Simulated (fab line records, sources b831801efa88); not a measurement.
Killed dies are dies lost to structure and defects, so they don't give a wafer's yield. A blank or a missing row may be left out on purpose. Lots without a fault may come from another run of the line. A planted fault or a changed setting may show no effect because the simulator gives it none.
Which tool did it? | flow sky130 | 13 lots, 39 wafers sampled, at 5 steps of a route of 708

WHAT THE GAUGES READ, wafer by wafer
SKY_SONOS_ONO_THK_MEAS_05.
lot  | measured     | on            | SONOS_ONO_CVD_04_THK (nm)
L413 | day 12 09:21 | film_metro-02 | 5.70 5.77 5.60
L415 | day 12 13:10 | film_metro-03 | 5.77 5.87 5.69
L414 | day 12 14:32 | film_metro-04 | 5.94 5.93 6.05
L416 | day 13 04:34 | film_metro-02 | 5.64 5.64 5.62
L417 | day 13 06:09 | film_metro-04 | 5.75 5.72 5.61
L418 | day 13 18:05 | film_metro-02 | 5.73 5.73 5.64
L419 | day 13 20:55 | film_metro-03 | 5.56 5.67 5.65
L420 | day 14 00:57 | film_metro-03 | 5.81 5.80 5.86
L421 | day 14 12:16 | film_metro-04 | 5.73 5.75 5.66
L422 | day 14 16:37 | film_metro-02 | 5.76 5.82 5.72
L429 | day 16 20:51 | film_metro-03 | 5.78 5.62 5.90
L433 | day 18 04:25 | film_metro-02 | 5.75 5.62 5.79
L436 | day 19 11:32 | film_metro-03 | 5.79 5.88 5.75

SKY_POLY_GATE_CD_MEAS_13: target cd 150 nm.
lot  | measured     | on        | cd_nm (nm)
L413 | day 17 07:06 | cd_sem-01 | 149.5 149.6 150.3
L415 | day 17 12:46 | cd_sem-01 | 148.0 149.2 149.5
L414 | day 17 12:26 | cd_sem-01 | 150.6 148.7 149.8
L416 | day 18 02:18 | cd_sem-02 | 152.2 152.3 152.4
L417 | day 18 09:57 | cd_sem-01 | 151.8 151.0 152.7
L418 | day 18 18:35 | cd_sem-01 | 148.2 148.7 147.4
L419 | day 18 22:26 | cd_sem-02 | 131.1 131.5 131.6
L420 | day 19 05:12 | cd_sem-01 | 129.4 127.4 129.3
L421 | day 19 18:36 | cd_sem-01 | 133.4 133.9 132.8
L422 | day 19 23:33 | cd_sem-02 | 133.8 135.0 134.5
L429 | day 22 06:51 | cd_sem-01 | 147.5 148.1 147.1
L433 | day 23 13:09 | cd_sem-02 | 149.4 148.3 148.5
L436 | day 24 21:06 | cd_sem-02 | 147.0 147.1 147.8

SKY_LDD_P_OVL_MEAS_08.
lot  | measured     | on         | LDD_P_OVL (nm)
L413 | day 20 00:02 | overlay-02 | 0.5 0.5 0.3
L415 | day 20 06:11 | overlay-01 | -2.3 -1.5 0.2
L414 | day 20 05:54 | overlay-01 | -0.2 0.9 0.2
L416 | day 20 21:52 | overlay-02 | 1.1 -0.1 1.1
L417 | day 21 05:31 | overlay-02 | 1.2 0.7 2.7
L418 | day 21 10:30 | overlay-01 | 2.2 -0.6 0.6
L419 | day 21 16:16 | overlay-02 | 1.0 1.9 1.9
L420 | day 21 21:47 | overlay-01 | 1.2 0.1 -0.8
L421 | day 22 12:47 | overlay-02 | -0.1 -1.2 -2.8
L422 | day 22 15:34 | overlay-01 | 1.1 -0.4 2.4
L429 | day 24 21:50 | overlay-01 | -3.0 -2.1 -1.0
L433 | day 26 04:41 | overlay-01 | -0.3 -0.5 -0.3
L436 | day 27 10:52 | overlay-02 | 1.7 1.9 1.4

SKY_LDD_HVN_OVL_MEAS_07.
lot  | measured     | on         | LDD_HVN_OVL (nm)
L413 | day 21 06:44 | overlay-01 | -0.8 -1.0 -0.2
L415 | day 21 12:58 | overlay-01 | -0.7 -1.9 -0.1
L414 | day 21 12:01 | overlay-02 | -0.9 -1.8 -2.1
L416 | day 22 05:05 | overlay-01 | 1.2 -0.2 1.3
L417 | day 22 12:38 | overlay-01 | -2.8 -1.0 1.0
L418 | day 22 17:17 | overlay-01 | -1.5 0.1 -1.7
L419 | day 22 22:46 | overlay-02 | -0.9 0.4 0.6
L420 | day 23 04:30 | overlay-02 | -0.3 1.2 0.8
L421 | day 23 18:43 | overlay-02 | 1.8 0.7 1.6
L422 | day 23 21:51 | overlay-01 | -1.1 1.8 1.3
L429 | day 26 03:19 | overlay-02 | -0.4 -0.6 0.5
L433 | day 27 09:52 | overlay-01 | 0.2 1.9 1.1
L436 | day 28 15:06 | overlay-01 | -0.2 -1.3 0.4

WHICH TOOL RAN EACH LOT (tool, then ch and the chambers of the sampled wafers, then the start)
lot  | SKY_POLY_GATE_EXPOSE_10
L413 | krf_scanner-01 ch 0, day 16 17:21
L415 | krf_scanner-02 ch 0, day 16 22:22
L414 | krf_scanner-01 ch 0, day 16 22:02
L416 | krf_scanner-01 ch 0, day 17 11:54
L417 | krf_scanner-01 ch 0, day 17 18:55
L418 | krf_scanner-01 ch 0, day 18 03:35
L419 | krf_scanner-01 ch 0, day 18 07:32
L420 | krf_scanner-01 ch 0, day 18 13:48
L421 | krf_scanner-01 ch 0, day 19 02:37
L422 | krf_scanner-01 ch 0, day 19 08:35
L429 | krf_scanner-02 ch 0, day 21 15:59
L433 | krf_scanner-02 ch 0, day 22 22:53
L436 | krf_scanner-02 ch 0, day 24 06:31
- SKY_POLY_GATE_EXPOSE_10: exposes mask P1M, target cd 150 nm.

WHAT THE TOOLS THEMSELVES READ (means of the sampled wafers that have a number; where no wafer has one, the mark that the record gives instead)
SKY_POLY_GATE_EXPOSE_10.
lot  | tool           | exposure_dose_mJ_cm2 | reticle_temp_C (C)
L413 | krf_scanner-01 | 28.01                | 23.04
L415 | krf_scanner-02 | 27.98                | 22.91
L414 | krf_scanner-01 | 27.98                | 22.99
L416 | krf_scanner-01 | 27.98                | 23.14
L417 | krf_scanner-01 | 27.96                | 23.10
L418 | krf_scanner-01 | 27.97                | 23.02
L419 | krf_scanner-01 | 31.42                | 23.10
L420 | krf_scanner-01 | 31.37                | 22.88
L421 | krf_scanner-01 | 30.71                | 23.03
L422 | krf_scanner-01 | 30.21                | 23.13
L429 | krf_scanner-02 | 27.97                | 23.05
L433 | krf_scanner-02 | 27.94                | 22.99
L436 | krf_scanner-02 | 27.99                | 23.07

THE ANSWER, worked out from the rows above alone
Rule: what is usual is taken from the lots themselves. Put in order of their means at a reading, lots are off if they are a third of the lots or fewer, leave a main group of 4 or more, and stand apart from it by a gap of 3 or more times the standard deviation of the main group's means; of several such gaps the widest counts. A main group whose means are all the same, to the digits that the tables above print for the reading, isn't used. A lot without any number at a reading at which 4 lots or more have one is off too. The other lots that the step has rows for count as sound. The gauges are gone through in route order, then the tools' own readings, and for those a lot's mean is taken as printed above. The first step at which some lot is off is used, and at that step the reading that is off furthest; a lot without a number counts as furthest.
Off: L419, L420, L421, L422, at SKY_POLY_GATE_CD_MEAS_13 (cd_nm). The main group: mean 149.4 nm, standard deviation 1.7.
A tool fits if, at a process step before that reading, it ran every lot that is off, and no sound lot after the first of them. The gauges at SKY_POLY_GATE_CD_MEAS_13 aren't tried: what is off there is off at SKY_POLY_GATE_EXPOSE_10 too, on other tools, and a gauge's error can't cause that. One fits: krf_scanner-01 at SKY_POLY_GATE_EXPOSE_10. Its last sound lot is L418 (day 18 03:35), its first lot that is off L419 (day 18 07:32): a fault that began between those two fits.
The tool's own readings at SKY_POLY_GATE_EXPOSE_10 bear it out: on the lots that are off they differ by more than 5 times the standard deviation of the sound lots' means. exposure_dose_mJ_cm2 reads 30.93 there against 27.98 on the sound lots.

WHAT THE SIMULATOR HAD PUT IN
Process parameter drift: krf_scanner-01, from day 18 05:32 on, at SKY_POLY_GATE_EXPOSE_10. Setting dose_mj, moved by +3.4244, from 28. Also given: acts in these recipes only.
Lots struck among those shown: L419, L420, L421, L422. The rule above found the same.
